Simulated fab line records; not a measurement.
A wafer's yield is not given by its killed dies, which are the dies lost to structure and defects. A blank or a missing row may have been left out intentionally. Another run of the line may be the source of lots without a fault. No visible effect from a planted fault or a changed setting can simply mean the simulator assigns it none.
Problem report, 8D (eight disciplines) form, completed by code	flow sky130	the parts of the form that need people (team, actions taken, sign-off) are left out

== 1. WHAT IS WRONG ==
Wafers without a fault read 308 s, standard deviation 3.7; run_length_s at SKY_SONOS_TUNNEL_WET_ETCH_10 reads a mean of 160 s on 6 wafers belonging to 2 lots. That is -40 standard deviations from the usual mean.
The step: etches SiO2 in dHF, target depth 14 nm, time 280 s.
First seen on wafer L727.3, day 14 22:46, on wet_bench-01. Wafers with a number at this step in the record: 18, from 6 lots. By rule, "out" or "out of limits" means more than 4 standard deviations away from the usual mean. Any other wafer with a number is counted as sound.

== 2. WHAT IT IS, WHAT IT ISN'T ==
question	is	is not
which readings at this step	run_length_s	-
which lots	L727, L729	L722, L724, L733, L734
which wafers of those lots	all that have a number	-
read on which tools	wet_bench-01	wet_bench-02, wet_bench-04
when	from day 14 22:46	up to then (6 sound wafers); but 6 sound wafers of L733, L734 came after

== 3. WHAT RULES OUT EACH SUSPECT ==
Counting: a tool at any process step up to the reading remains a suspect when it ran all the lots that are out and ran no sound lot after the first of those.
- plasma_asher-04 at SKY_VT_ADJUST_PCH_STRIP_09 (strips in O2/N2): kept. It ran every lot that is out, first L727 (day 13 18:53), and no sound lot after that.
- wet_bench-01 at SKY_SONOS_TUNNEL_WET_ETCH_10 (etches SiO2 in dHF, target depth 14 nm, time 280 s): kept. It processed each lot that is out, first L727 at day 14 22:46, and no sound lot thereafter; up to then, the last sound lot it processed was L724 at day 14 02:16. Its own readings are out on those wafers: run_length_s.
Remaining after the count are plasma_asher-04 at SKY_VT_ADJUST_PCH_STRIP_09 and wet_bench-01 at SKY_SONOS_TUNNEL_WET_ETCH_10.

== 4. THE CAUSE (what the simulator had put in) ==
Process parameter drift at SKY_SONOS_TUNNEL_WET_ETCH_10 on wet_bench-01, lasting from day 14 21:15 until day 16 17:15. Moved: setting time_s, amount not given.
2 suspects survive the count, and this tool is in that group.

== 5. THE EFFECT CHAIN, in route order ==
Each row: a reading where the mean over the struck wafers with a number is more than 3 standard deviations away from the usual. Readings are gone through only where the record gives a usual standard deviation; hours: the median, over the lots, of the time from a lot's start at the first step in this table giving one to that lot's start at this step; sigmas: the change measured in usual standard deviations.
hours	step	reading	usual	on struck wafers	change	sigmas
0	SKY_SONOS_TUNNEL_WET_ETCH_10	run_length_s	308 s	160	-148	-40
Process steps it contains:
- SKY_SONOS_TUNNEL_WET_ETCH_10: etches SiO2 in dHF, target depth 14 nm, time 280 s.

== 6. HOW IT WOULD HAVE BEEN CAUGHT EARLIER ==
In this record the first reading out of limits was taken at day 14 22:46, 2 hours after the fault began at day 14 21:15.
